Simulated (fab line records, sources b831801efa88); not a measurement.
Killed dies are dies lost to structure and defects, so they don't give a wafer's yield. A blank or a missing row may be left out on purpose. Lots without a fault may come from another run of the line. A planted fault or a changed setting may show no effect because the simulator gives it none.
One fault seen from 2 desks | flow gf180mcu | each desk has only its own numbers; what lay behind them comes last

THE TOOL OWNER'S DESK: litho_track-02
The tool's own readings at GF_M3_DEVELOP_13 (develop time 60 s): means of the sampled wafers that have a number, for each lot that ran on this tool. A lot is out of limits, marked OUT, if its mean lies more than 4 standard deviations from the usual mean; the brackets give that distance.
Columns: A = chill_plate_temp_C at GF_M3_DEVELOP_13, usual 23.01 C
lot  | first seen here | A
L581 | day 21 10:08    | 22.86
L583 | day 22 02:41    | 22.96
L586 | day 23 01:16    | 22.99
L588 | day 24 02:29    | 23.11
L599 | day 27 21:53    | 23.00
L601 | day 28 07:56    | 23.00
L604 | day 28 22:18    | 23.09
This desk's finding: nothing out of limits on any of the 7 lots.

THE METROLOGY DESK
What the gauges read, lot by lot, whatever tool the lot ran on: means of the sampled wafers that have a number. A lot is out of limits, marked OUT, if its mean lies more than 4 standard deviations from the usual mean; the brackets give that distance.
Columns: A = V1_OVL at GF_V1_OVL_MEAS_15, usual 5 nm; B = V1_W_RS at GF_V1_RS_MEAS_24, usual 0.326 ohm/sq; C = M2_ALCU_RS at GF_M2_RS_MEAS_05, usual 0.0695 ohm/sq
lot  | first seen here | A  | B     | C
L581 | day 18 06:01    | 7  | 0.327 | 0.0707
L583 | day 18 22:01    | 1  | 0.324 | 0.0693
L584 | day 19 12:04    | 7  | 0.329 | 0.0692
L585 | day 19 17:15    | 9  | 0.326 | 0.0695
L586 | day 19 22:07    | 8  | 0.319 | 0.0688
L588 | day 21 00:22    | 2  | 0.327 | 0.0688
L591 | day 22 03:52    | 8  | 0.325 | 0.0686
L592 | day 22 06:56    | 12 | 0.325 | 0.0693
L599 | day 25 03:12    | 4  | 0.329 | 0.0684
L600 | day 25 10:35    | 4  | 0.326 | 0.0692
L601 | day 25 13:14    | 8  | 0.323 | 0.0692
L602 | day 25 21:25    | 1  | 0.324 | 0.0696
L604 | day 26 06:05    | 8  | 0.323 | 0.0690
L603 | day 26 07:47    | 4  | 0.325 | 0.0692
This desk's finding: nothing out of limits on any of the 14 lots.

PUT TOGETHER
The tool owner's desk saw nothing out of limits.
The metrology desk saw nothing out of limits.

WHAT THE SIMULATOR HAD PUT IN
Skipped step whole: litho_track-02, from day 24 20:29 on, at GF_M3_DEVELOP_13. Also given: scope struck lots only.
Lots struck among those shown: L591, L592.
